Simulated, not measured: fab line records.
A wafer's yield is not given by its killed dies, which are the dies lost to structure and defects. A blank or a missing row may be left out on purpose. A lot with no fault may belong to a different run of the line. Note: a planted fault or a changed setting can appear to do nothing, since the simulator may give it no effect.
A struck lot beside a sound one || flow sky130 || 30 steps out of a route of 708
Sound: these wafers, L859.1, L859.3, L859.4. Wafers L863.2, L863.3, L863.6 were the ones struck. The cause is named last.
At each step with rows: each side's tool, then ch and its chambers, then its first start. Under that, the readings that differ: sound wafers || struck wafers || difference of the means || sigmas: that difference in standard deviations of wafers without a fault.
alike: readings whose means differ by less than 2 such deviations, and words and numbers that are the same on both sides. not compared: withheld readings, readings that some wafer has no value for, bounds like >300 that may hide the same value, and numbers for which the record gives no deviation and whose values overlap.
A row with sigmas, a row that says differs or no value, or rows on one side alone: a step with any of these is where the two part. Numbers that have no deviation but don't overlap get no sigmas and don't part them. Lack of a reading on every wafer of one side parts them only where that side has two or more wafers.

first, 5 steps without rows for these wafers: SKY_SONOS_ONO_COAT_08 (resist thk 1140 nm); SKY_SONOS_ONO_SOFTBAKE_09 (time 60 s); SKY_SONOS_ONO_EXPOSE_10 (exposes mask ONOM, target cd 410 nm); SKY_SONOS_ONO_PEB_11; SKY_SONOS_ONO_DEVELOP_12 (develop time 60 s).
SKY_SONOS_ONO_CD_MEAS_13 targets a cd of 410 nm.
  sound: cdSem-02 at day 16 04:26; struck: cdSem-01 at day 17 17:44
  alike: cdNm
SKY_SONOS_ONO_OVL_MEAS_14:
  sound: overlay-01 at day 16 04:33; struck: overlay-01 at day 17 17:50
{"reading": "SONOS_ONO_OVL (nm)", "sound": "-0.5 -1.0 -0.6", "struck": "2.7 2.1 2.8", "difference": "+3.2", "sigmas": "+2"}
SKY_SONOS_ONO_ETCH_15: etches the open film in CHF3/O2, target depth 19.52 nm, time 7.8 s.
  sound on rieDiel-03 ch 0,2,3, day 16 04:35; struck on rieDiel-04 ch 0,2,3, day 17 17:52
  alike: chf3FlowSccm, drypumpMotorCurrentA, oesProductAu, throttleValvePct
  not compared: rfHoursCounterH
then, 1 step without rows for these wafers: SKY_SONOS_ONO_WET_ETCH_16 (etches SiO2 in dHF, target depth 14 nm, time 280 s).
SKY_SONOS_ONO_STRIP_17: strips in O2/N2.
  sound on plasmaAsher-03 ch 0,1, day 16 04:42; struck on plasmaAsher-02 ch 0, day 17 17:58
  alike: drypumpMotorCurrentA, oesProductAu, stripTimeToEndpointS
  not compared: rfHoursCounterH
then, 2 steps without rows for these wafers: SKY_SONOS_ONO_WET_ETCH_18 (etches Si3N4 in H3PO4, target depth 15 nm, time 172 s); SKY_GATE_OXIDE_CLEAN_00 (cleans in SC1/SC2, time 150 s).
SKY_GATE_OXIDE_OXIDATION_01: stabilise 600 s, purge 300 s, target thk 10.268 nm.
  sound on furnace-02 ch 0, day 16 04:55; struck on furnace-01 ch 0, day 17 18:27
{"reading": "oxTimeS (s)", "sound": "1473 1473 1473", "struck": "1973.8 1973.8 1973.8", "difference": "+500.8", "sigmas": ""}
{"reading": "zonePowerTopPct (%)", "sound": "32.8 33.4 33.1", "struck": "30.9 30.1 30.4", "difference": -2.6, "sigmas": -2}
{"reading": "model.SiO2_of_GATE_OXIDE_OXIDATION_01.thkNm (nm)", "sound": "10.27 10.13 10.15", "struck": "12.87 12.72 12.8", "difference": "+2.61", "sigmas": ""}
  alike: spikeTcUpperC, tubeCenterTempC
SKY_GATE_OXIDE_THK_MEAS_02:
  sound: filmMetro-02 at day 16 06:19; struck: filmMetro-03 at day 17 19:52
{"reading": "GATE_OXIDE_OXIDATION_00_THK (nm)", "sound": "10.27 10.16 10.13", "struck": "12.89 12.68 12.82", "difference": "+2.61", "sigmas": "+16"}
then, 7 steps without rows for these wafers: SKY_GATE_OXIDE_DEHYDRATE_03 (time 60 s); SKY_GATE_OXIDE_HMDS_04 (prime time 60 s); SKY_GATE_OXIDE_COAT_05 (resist thk 1140 nm); SKY_GATE_OXIDE_SOFTBAKE_06 (time 60 s); SKY_GATE_OXIDE_EXPOSE_07 (exposes mask LVOM, target cd 600 nm); SKY_GATE_OXIDE_PEB_08; SKY_GATE_OXIDE_DEVELOP_09 (develop time 60 s).
SKY_GATE_OXIDE_OVL_MEAS_10:
  sound: overlay-02 at day 17 10:46; struck: overlay-02 at day 19 01:53
  alike: GATE_OXIDE_OVL
then, 2 steps without rows for these wafers: SKY_GATE_OXIDE_IMPLANT_11; SKY_GATE_OXIDE_WET_ETCH_12 (etches SiO2 in dHF, target depth 16.8 nm, time 336 s).
SKY_GATE_OXIDE_STRIP_13: strips in O2/N2.
  sound on plasmaAsher-02 ch 0,1, day 17 11:04; struck on plasmaAsher-03 ch 0,1, day 19 02:10
  alike: drypumpMotorCurrentA, oesProductAu, stripTimeToEndpointS
  not compared: rfHoursCounterH
SKY_GATE_OXIDE_TW_MEAS_14:
  sound: filmMetro-02 at day 17 11:10; struck: filmMetro-02 at day 19 02:17
  alike: GATE_OXIDE_TW
then, 1 step without rows for these wafers: SKY_GATE_OXIDE_CLEAN_15 (cleans in SC1/SC2, time 150 s).
SKY_GATE_OXIDE_OXIDATION_16: stabilise 600 s, purge 300 s, target thk 3.57 nm.
  sound on furnace-01 ch 0, day 17 11:20; struck on furnace-02 ch 0, day 19 03:20
{"reading": "model.SiO2_of_GATE_OXIDE_OXIDATION_01.thkNm (nm)", "sound": "11.64 11.54 11.51", "struck": "14.07 13.92 13.98", "difference": "+2.43", "sigmas": ""}
  alike: oxTimeS, spikeTcUpperC, tubeCenterTempC, zonePowerTopPct
then, 1 step without rows for these wafers: SKY_POLY_GATE_CVD_00 (deposits poly-Si, target thk 180 nm, time 720 s).
SKY_PAD_OPEN_PROBE_99:
  rows exist in the record for the sound wafers here (prober-01, day 49 00:02), none for the struck ones

## WHERE THEY PART
At SKY_SONOS_ONO_OVL_MEAS_14 first; at SKY_PAD_OPEN_PROBE_99 last (within this record only).

WHY: whatever the simulator had introduced
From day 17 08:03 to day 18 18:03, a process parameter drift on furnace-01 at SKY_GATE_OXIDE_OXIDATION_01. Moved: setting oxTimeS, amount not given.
